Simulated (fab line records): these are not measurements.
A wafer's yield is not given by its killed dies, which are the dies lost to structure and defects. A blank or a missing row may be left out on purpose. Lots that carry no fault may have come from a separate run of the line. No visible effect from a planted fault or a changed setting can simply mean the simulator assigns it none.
What tool caused it?	flow gf180mcu	Sampling: 12 lots, 36 wafers, 3 of 602 route steps

== WHAT THE GAUGES READ, wafer by wafer ==
GF_TOP_METAL_OVL_MEAS_15.
lot	measured	on	TOP_METAL_OVL (nm)
L491	day 28 15:17	overlay-02	-2.1 -1.9 -0.3
L492	day 28 16:11	overlay-02	-1.7 -2.2 -2.0
L494	day 29 06:48	overlay-02	0.7 0.9 -0.4
L495	day 29 19:32	overlay-01	-0.2 -1.9 -1.5
L496	day 30 02:01	overlay-02	-0.3 0.2 -0.6
L497	day 30 15:54	overlay-02	2.2 0.3 1.7
L502	day 31 19:21	overlay-02	0.1 1.1 -0.3
L507	day 32 20:31	overlay-02	-1.4 -2.1 -2.3
L508	day 33 00:36	overlay-01	-0.3 0.2 0.8
L511	day 33 18:58	overlay-02	-2.4 -2.0 -1.7
L512	day 33 23:21	overlay-01	-3.5 -1.8 -3.6
L513	day 34 06:25	overlay-01	1.7 2.3 2.1

== EACH LOT AND THE TOOL THAT RAN IT (in order: tool; ch and the chambers of the sampled wafers; start) ==
lot	GF_HV_LDD_ETCHBACK_58	GF_V5_SPUTTER_21
L491	rie diel-01 ch 0,2,3, day 13 00:04	pvd sputter-02, day 27 18:38
L492	rie diel-02 ch 1,2, day 13 02:37	pvd sputter-04, day 27 19:07
L494	rie diel-01 ch 0,1,3, day 13 18:38	pvd sputter-04, day 28 10:47
L495	rie diel-01 ch 0,1,3, day 14 05:56	pvd sputter-01, day 28 23:08
L496	rie diel-01 ch 0,1,3, day 14 16:46	pvd sputter-04, day 29 06:50
L497	rie diel-01 ch 0,1,2, day 15 06:57	pvd sputter-04, day 29 20:53
L502	rie diel-01 ch 0,2, day 16 11:50	pvd sputter-04, day 31 01:15
L507	rie diel-02 ch 0,2,3, day 18 03:31	pvd sputter-04, day 32 02:38
L508	rie diel-04 ch 0,2,3, day 18 09:49	pvd sputter-02, day 32 07:08
L511	rie diel-04 ch 0,2,3, day 19 11:11	pvd sputter-02, day 33 02:27
L512	rie diel-01 ch 0,3, day 19 21:05	pvd sputter-02, day 33 07:19
L513	rie diel-04 ch 0,1,2, day 20 06:19	pvd sputter-02, day 33 14:18
- GF_HV_LDD_ETCHBACK_58: etches Si3N4 in CH3F/O2, stops on SiO2, time 100 s, target depth 90 nm.
- GF_V5_SPUTTER_21: material Ti, target thk 15 nm, time 80.02 s.

== AS READ BY THE TOOLS THEMSELVES (means over the sampled wafers that have a number; for cases with no such wafer, the mark the record gives instead) ==
GF_HV_LDD_ETCHBACK_58.
lot	tool	O2_flow_sccm (sccm)	bias w (W)	ch3f flow sccm (sccm)	drypump motor current A (A)	oes product au (a.u.)	rf fwd power W (W)	throttle valve pct (%)
L491	rie diel-01	29.99	79.87	39.96	6.1	0.838	398.4	10.558
L492	rie diel-02	30.03	79.75	40.14	6.0	0.839	396.6	10.551
L494	rie diel-01	30.06	80.02	40.02	5.9	0.845	399.1	10.563
L495	rie diel-01	29.96	80.21	39.92	5.9	0.842	398.0	10.561
L496	rie diel-01	30.03	79.85	39.92	5.9	0.843	397.1	10.563
L497	rie diel-01	30.00	79.94	39.91	6.0	0.841	398.0	10.559
L502	rie diel-01	30.02	79.57	40.04	6.2	0.840	396.8	10.558
L507	rie diel-02	29.99	79.87	40.02	6.0	0.836	396.2	10.564
L508	rie diel-04	30.00	79.88	40.06	5.8	0.836	397.4	10.554
L511	rie diel-04	30.13	80.08	40.09	5.8	0.845	397.6	10.567
L512	rie diel-01	29.98	79.94	40.03	6.1	0.836	396.9	10.568
L513	rie diel-04	29.97	80.12	39.86	5.7	0.849	397.0	10.565

GF_V5_SPUTTER_21.
lot	tool	chamber pressure pa (Pa)	throttle valve pct (%)
L491	pvd sputter-02	5.009	30.5
L492	pvd sputter-04	4.997	29.3
L494	pvd sputter-04	5.004	30.0
L495	pvd sputter-01	4.998	30.1
L496	pvd sputter-04	5.009	31.2
L497	pvd sputter-04	4.990	29.1
L502	pvd sputter-04	4.997	29.4
L507	pvd sputter-04	4.991	30.0
L508	pvd sputter-02	4.998	31.2
L511	pvd sputter-02	5.004	31.2
L512	pvd sputter-02	5.013	31.8
L513	pvd sputter-02	5.004	30.3

== THE ANSWER, worked out from the rows above alone ==
Rule: the usual values come from the lots themselves. The widest of any qualifying gaps counts: lots, ordered by their means at a reading, are off when they make up no more than a third of the lots, leave a main group of 4 or more, and stand apart from it by 3 or more times the standard deviation of that group's means. The tables above print the reading to a certain number of digits; a main group whose means all agree to those digits is not used. Also off: a lot with no number at a reading for which 4 or more lots have one. All remaining lots with rows at the step are treated as sound. First the gauges in route order, then the tools' own readings, where a lot's mean is used as printed above. At the first step where some lot is off, the reading lying furthest off is the one used; lots without a number count as furthest.
Nothing can be told from this: no lot is off at any reading shown.

== WHAT THE SIMULATOR HAD PUT IN ==
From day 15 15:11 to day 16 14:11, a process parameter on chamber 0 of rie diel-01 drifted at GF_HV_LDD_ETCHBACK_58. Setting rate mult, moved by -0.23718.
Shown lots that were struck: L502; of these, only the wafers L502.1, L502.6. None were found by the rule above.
